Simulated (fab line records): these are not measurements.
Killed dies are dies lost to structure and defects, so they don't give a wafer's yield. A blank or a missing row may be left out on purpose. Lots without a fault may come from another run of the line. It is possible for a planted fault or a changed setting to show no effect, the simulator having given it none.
Which of the tools did it?	flow sky130	6 lots with 17 wafers sampled at 2 steps, on a route of 708 steps

== WHAT THE GAUGES SHOWED, per wafer ==
SKY_VT_ADJUST_LVTN_OVL_MEAS_18.
lot	measured	on	VT_ADJUST_LVTN_01_OVL (nm)
L988	day 9 16:04	overlay-02	0.7 -1.1 -1.0
L991	day 10 06:37	overlay-01	-0.4 -0.6 -1.2
L994	day 10 16:58	overlay-02	0.8 0.2 0.9
L995	day 10 23:59	overlay-02	2.3 2.6 0.7
L100	day 12 09:05	overlay-01	2.3 2.2 1.4
L104	day 13 08:16	overlay-02	1.4 0.8

== EACH LOT AND THE TOOL THAT RAN IT (in order: tool; ch and the chambers of the sampled wafers; start) ==
lot	SKY_NWELL_RTA_28
L988	rtp anneal-02 ch 0, day 6 23:56
L991	rtp anneal-01 ch 0, day 7 14:52
L994	rtp anneal-01 ch 0, day 7 21:38
L995	rtp anneal-02 ch 0, day 8 05:21
L100	rtp anneal-02 ch 0, day 9 12:06
L104	rtp anneal-02 ch 0, day 10 07:43
- SKY_NWELL_RTA_28: time 30 s.

== THE ANSWER, worked out from the rows above alone ==
Rule: the lots themselves supply what counts as usual. Put in order of their means at a reading, lots are off if they are a third of the lots or fewer, leave a main group of 4 or more, and stand apart from it by a gap of 3 or more times the standard deviation of the main group's means; of several such gaps the widest counts. The tables above print the reading to a certain number of digits; a main group whose means all agree to those digits is not used. A lot without any number at a reading at which 4 lots or more have one is off too. Any other lot the step has rows for is counted as sound.
None of the lots is off at any reading shown; this tells nothing.

== WHAT THE SIMULATOR HAD PUT IN ==
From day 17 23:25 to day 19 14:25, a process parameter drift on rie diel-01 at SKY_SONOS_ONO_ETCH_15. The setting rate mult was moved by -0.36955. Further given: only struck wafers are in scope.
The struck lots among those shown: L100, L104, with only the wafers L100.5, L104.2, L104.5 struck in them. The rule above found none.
